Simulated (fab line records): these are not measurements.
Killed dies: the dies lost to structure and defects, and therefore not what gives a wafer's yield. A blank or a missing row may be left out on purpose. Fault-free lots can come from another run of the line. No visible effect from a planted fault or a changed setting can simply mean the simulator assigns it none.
A lot that was struck, set against a sound lot :: flow sky130 :: 43 steps out of a route of 708
Sound: wafers L358.2, L358.4, L358.6. Struck: wafers L369.2, L369.3, L369.4. Last of all comes the cause.
At each step with rows: each side's tool, then ch and its chambers, then its first start. Under that, the readings that differ: sound wafers :: struck wafers :: difference of the means :: sigmas: that difference in standard deviations of wafers without a fault.
alike: words and numbers the same on both sides, and readings whose means are apart by under 2 such deviations; not compared: readings that were withheld, readings missing a value for some wafer, numbers with overlapping values and no deviation given by the record, and bounds like >300 which may hide the same value.
The two part at a step that has a row with sigmas, a row that says differs or no value, or rows on one side only. Numbers that don't overlap but have no deviation are shown without sigmas and don't part them. Lack of a reading on every wafer of one side parts them only where that side has two or more wafers.

first, 2 steps without rows for these wafers: SKY_VIA2_CLEAN_18 (cleans in IPA, time 180 s); SKY_VIA2_CLEAN_19 (cleans in O3/DIW).
SKY_VIA2_SPUTTER_20: material TiN, target thk 20 nm, time 80 s.
  sound on pvd sputter-04 at day 37 02:41; struck on pvd sputter-03 at day 40 10:34
  alike: throttle valve pct
then, 1 step without rows for these wafers: SKY_VIA2_CVD_21 (deposits W, target thk 420 nm, time 126.4 s).
SKY_VIA2_RS_MEAS_22: the measuring method here is four-point-probe.
  sound on film metro-02 at day 37 02:53; struck on film metro-02 at day 40 10:55
  alike: VIA2_W_RS
SKY_VIA2_THK_MEAS_23: measures by xrf.
  sound on film metro-02 at day 37 03:00; struck on film metro-02 at day 40 11:01
  alike: VIA2_W_THK
then, 2 steps without rows for these wafers: SKY_VIA2_CMP_24 (polishes, stops on SiO2, t overpolish 20 s, target thk 0 nm); SKY_METAL3_SPUTTER_00 (material Ti, target thk 15 nm, time 10 s).
SKY_METAL3_SPUTTER_01: material TiN, target thk 20 nm, time 16.7 s.
  sound on pvd sputter-01 at day 37 03:22; struck on pvd sputter-01 at day 40 11:24
  alike: throttle valve pct
then, 3 steps without rows for these wafers: SKY_METAL3_SPUTTER_02 (material AlCu, target thk 735 nm, time 39.1 s); SKY_METAL3_SPUTTER_03 (material Ti, target thk 5 nm, time 3.3 s); SKY_METAL3_SPUTTER_04 (material TiN, target thk 70 nm, time 58.3 s).
SKY_CAPM_CVD_00: deposits SiO2, target thk 15.5 nm.
  sound on pecvd-03 ch 0,1, day 37 03:30; struck on pecvd-02 ch 0,1,2, day 40 11:32
  alike: heater power outer w, heater power w
SKY_CAPM_THK_MEAS_01:
  sound on film metro-02 at day 37 03:33; struck on film metro-01 at day 40 11:34
  alike: CAPM_CVD_00_THK
SKY_CAPM_SPUTTER_02: material TiN, target thk 200 nm, time 166.7 s.
  sound on pvd sputter-03 at day 37 03:36; struck on pvd sputter-03 at day 40 11:37
  alike: throttle valve pct
SKY_CAPM_RS_MEAS_03: the measuring method here is four-point-probe.
  sound on film metro-01 at day 37 03:43; struck on film metro-01 at day 40 11:44
  alike: CAPM_TIN_RS
SKY_CAPM_THK_MEAS_04: measures by xrf.
  sound on film metro-01 at day 37 03:50; struck on film metro-01 at day 40 11:51
  alike: CAPM_TIN_THK
then, 7 steps without rows for these wafers: SKY_CAPM_DEHYDRATE_05 (time 60 s); SKY_CAPM_HMDS_06 (prime time 60 s); SKY_CAPM_COAT_07 (resist thk 1140 nm); SKY_CAPM_SOFTBAKE_08 (time 60 s); SKY_CAPM_EXPOSE_09 (exposes mask CAPM, target cd 1000 nm); SKY_CAPM_PEB_10; SKY_CAPM_DEVELOP_11 (develop time 60 s).
SKY_CAPM_OVL_MEAS_12:
  sound on overlay-01 at day 38 05:25; struck on overlay-01 at day 41 12:10
reading: CAPM_OVL (nm)
sound: 5.0 1.3 3.0
struck: 0.2 -1.0 1.1
difference: -3.0
sigmas: -2
then, 13 steps without rows for these wafers: SKY_CAPM_METAL_ETCH_13 (etches TiN in Cl2/BCl3, stops on SiO2, target depth 220 nm, time 62.9 s); SKY_CAPM_STRIP_14 (strips in O2/N2); SKY_CAPM_STRIP_15 (strips in post etch residue remover, time 1200 s); SKY_CAPM_CLEAN_16 (cleans in IPA, time 180 s); SKY_CAPM_CLEAN_17 (cleans in O3/DIW); SKY_METAL3_DEHYDRATE_05 (time 60 s); SKY_METAL3_HMDS_06 (prime time 60 s); SKY_METAL3_COAT_07 (resist thk 60 nm); SKY_METAL3_COAT_08 (resist thk 1140 nm); SKY_METAL3_SOFTBAKE_09 (time 90 s); SKY_METAL3_EXPOSE_10 (exposes mask MM3, target cd 300 nm); SKY_METAL3_PEB_11; SKY_METAL3_DEVELOP_12 (develop time 60 s).
SKY_METAL3_CD_MEAS_13: the cd target is 300 nm.
  sound on cd sem-01 at day 39 07:16; struck on cd sem-02 at day 42 12:38
  alike: cd nm
SKY_METAL3_OVL_MEAS_14:
  sound on overlay-01 at day 39 07:22; struck on overlay-01 at day 42 12:44
  alike: METAL3_OVL
SKY_METAL3_DESCUM_15: chemistry O2, time 8 s.
  sound on rie metal-04 ch 0,1, day 39 07:24; struck on rie metal-02 ch 0,1, day 42 12:46
  alike: drypump motor current A, oes product au
  not compared: rf hours counter h
SKY_METAL3_ETCH_16: etches BARC in N2/H2, stops on SiO2, time 88.2 s, target depth 60 nm.
  sound on rie metal-04 ch 0,1, day 39 07:26; struck on rie metal-02 ch 0,1, day 42 12:48
  alike: drypump motor current A, oes product au, throttle valve pct
  not compared: rf hours counter h
-- the record jumps here: 7 days lie between the struck wafers' starts before and after (it left off in module METAL3 and takes up again in module PAD_OPEN, whose first step shown is number 708 of the route) --
SKY_PAD_OPEN_PROBE_99:
  sound on prober-01 at day 46 10:52; struck on prober-02 at day 49 02:08
reading: defect limited yield (%)
sound: 83.3 80.5 80.3
struck: 74.4 70.5 70.1
difference: -9.7
sigmas: -5

reading: killed at contacts
sound: 25 35 33
struck: 19 22 17
difference: -12
sigmas: -2

reading: killed at other
sound: 0 1 0
struck: 52 63 67
difference: +60
sigmas: +75

reading: killed dies
sound: 82 96 97
struck: 126 145 147
difference: +48
sigmas: +5

reading: sort_bin_3_pad_short (%)
sound: 1.6 1.0 1.0
struck: 4.3 5.7 4.7
difference: +3.7
sigmas: +9

reading: sort_bin_5_function (%)
sound: 9.1 12.6 11.8
struck: 15.0 16.9 18.5
difference: +5.6
sigmas: +4

reading: sort n pass
sound: 410 396 395
struck: 366 347 345
difference: -48
sigmas: -5

reading: sort yield pct (%)
sound: 83.3 80.5 80.3
struck: 74.4 70.5 70.1
difference: -9.7
sigmas: -5

reading: model.etest.tester.sort n pass
sound: 410 396 395
struck: 366 347 345
difference: -48
sigmas: 

reading: model.etest.tester.sort yield pct (%)
sound: 83.33 80.49 80.28
struck: 74.39 70.53 70.12
difference: -9.69
sigmas: 

reading: model.etest.tester.sort_bin_5_pct (%)
sound: 9.146 12.6 11.79
struck: 15.04 16.87 18.5
difference: +5.62
sigmas: 

reading: model.etest.tester.sort_bin_3_pct (%)
sound: 1.626 1.016 1.016
struck: 4.268 5.691 4.675
difference: +3.659
sigmas: 
  alike: killed_at_M0_to_M3, killed_at_M4_up, killed at front end, killed open, killed short, sort_bin_6_memory

WHERE THEY PART
Last at SKY_PAD_OPEN_PROBE_99 as far as this record goes, first at SKY_CAPM_OVL_MEAS_12.

WHY: the cause the simulator had injected
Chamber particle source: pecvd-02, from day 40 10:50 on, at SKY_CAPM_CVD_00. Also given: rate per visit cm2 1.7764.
